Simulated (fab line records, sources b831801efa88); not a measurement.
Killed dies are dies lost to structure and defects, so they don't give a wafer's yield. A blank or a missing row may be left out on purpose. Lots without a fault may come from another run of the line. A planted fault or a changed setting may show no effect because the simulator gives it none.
Problem report in the 8D (eight disciplines) form, filled by code | flow gf180mcu | the parts of the form that need people (team, actions taken, sign-off) are left out
Where a reading is given only as a bound, like >300, the bound stands for it, and a mean or a difference that rests on one is marked > or <: the true number lies beyond.

1. THE PROBLEM
V3_W_RS at GF_V3_RS_MEAS_24 reads a mean of 43.768 ohm/sq on 6 wafers of 2 lots; wafers without a fault read 0.326 ohm/sq with a standard deviation of 0.0047. That is +99 or more standard deviations from the usual mean.
The step: measures by four-point-probe.
First seen on wafer L478.3, day 24 13:52, on film_metro-02. The record holds 36 wafers of 12 lots with a number at this step. Rule for "out", or "out of limits": more than 4 standard deviations from the usual mean. The other wafers with a number count as sound.

2. WHAT IT IS AND WHAT IT IS NOT
question                    | is                           | is not
which readings at this step | V3_W_RS                      | -
which lots                  | L478, L479                   | L475, L476, L477, L481, L488, L489, L491, L492, L493, L495
which wafers of those lots  | all that have a number       | -
read on which gauges        | film_metro-02, film_metro-03 | film_metro-01
when                        | from day 24 13:52            | up to then (9 sound wafers); but 21 sound wafers of L481, L488, L489, L491, L492, L493, L495 came after

3. SUSPECTS, AND WHAT RULES EACH OUT
Counting: a tool at a process step up to the reading stays a suspect if it ran every lot that is out and no sound lot after the first of them.
- the gauge at GF_V3_RS_MEAS_24: ruled out. The wafers that are out were read on 2 gauges (film_metro-02, film_metro-03).
- cvd_w-01 at GF_V3_CVD_23 (deposits W, target thk 350 nm, time 104.9 s): ruled out as a lasting fault. Sound lots L481, L488, L489, L491, L492, L493, L495 ran on it after its first lot that is out, L478 (day 24 13:46).
Left after counting: nothing in the record.

4. THE CAUSE (what the simulator had put in)
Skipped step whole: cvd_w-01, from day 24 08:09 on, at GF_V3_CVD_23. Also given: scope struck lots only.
Counting ruled it out, wrongly: the rule takes a fault to strike every lot that its tool runs from its start on, and this one did not.

5. THE CHAIN OF EFFECTS, in route order
Each row: a reading whose mean over the struck wafers that have a number lies more than 3 standard deviations from the usual. Only readings for which the record gives a usual standard deviation are gone through. hours: the time from each lot's start at the first step in this table that gives one to its start at this step, as a median over the lots. sigmas: the change in usual standard deviations.
hours | step                    | reading              | usual        | on struck wafers | change  | sigmas
0     | GF_V3_RS_MEAS_24        | V3_W_RS              | 0.326 ohm/sq | 43.768           | +43.442 | +99 or more
0     | GF_V3_THK_MEAS_25       | V3_W_THK             | 346 nm       | <0               | <-346   | <-61
150   | GF_PASSIVATION_PROBE_99 | defect_limited_yield | 90.3 %       | 0.0              | -90.3   | -64
150   | GF_PASSIVATION_PROBE_99 | killed_at_M0_to_M3   | 21           | 466              | +445    | +99
150   | GF_PASSIVATION_PROBE_99 | killed_dies          | 48           | 492              | +444    | +64
150   | GF_PASSIVATION_PROBE_99 | killed_on_rim        | 10           | 96               | +86     | +28
150   | GF_PASSIVATION_PROBE_99 | sort_bin_5_function  | 5.7 %        | 96.0             | +90.3   | +82
150   | GF_PASSIVATION_PROBE_99 | sort_n_pass          | 444          | 0                | -444    | -64
150   | GF_PASSIVATION_PROBE_99 | sort_yield_pct       | 90.3 %       | 0.0              | -90.3   | -64
The process steps in it:
- GF_PASSIVATION_PROBE_99
Readings that are blank on the struck wafers while sound wafers have them: chamber_pressure_Torr at GF_V3_CVD_23; heater_power_outer_w at GF_V3_CVD_23; heater_power_w at GF_V3_CVD_23.

6. WHAT WOULD HAVE CAUGHT IT SOONER
In this record the first reading out of limits at a measuring or inspecting step was taken at day 24 13:52, 6 hours after the fault began at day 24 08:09.
At GF_V3_CVD_23 the tool's readings are blank on the struck wafers, where sound wafers have them: an empty tool record is the first sign, and it was there at once.
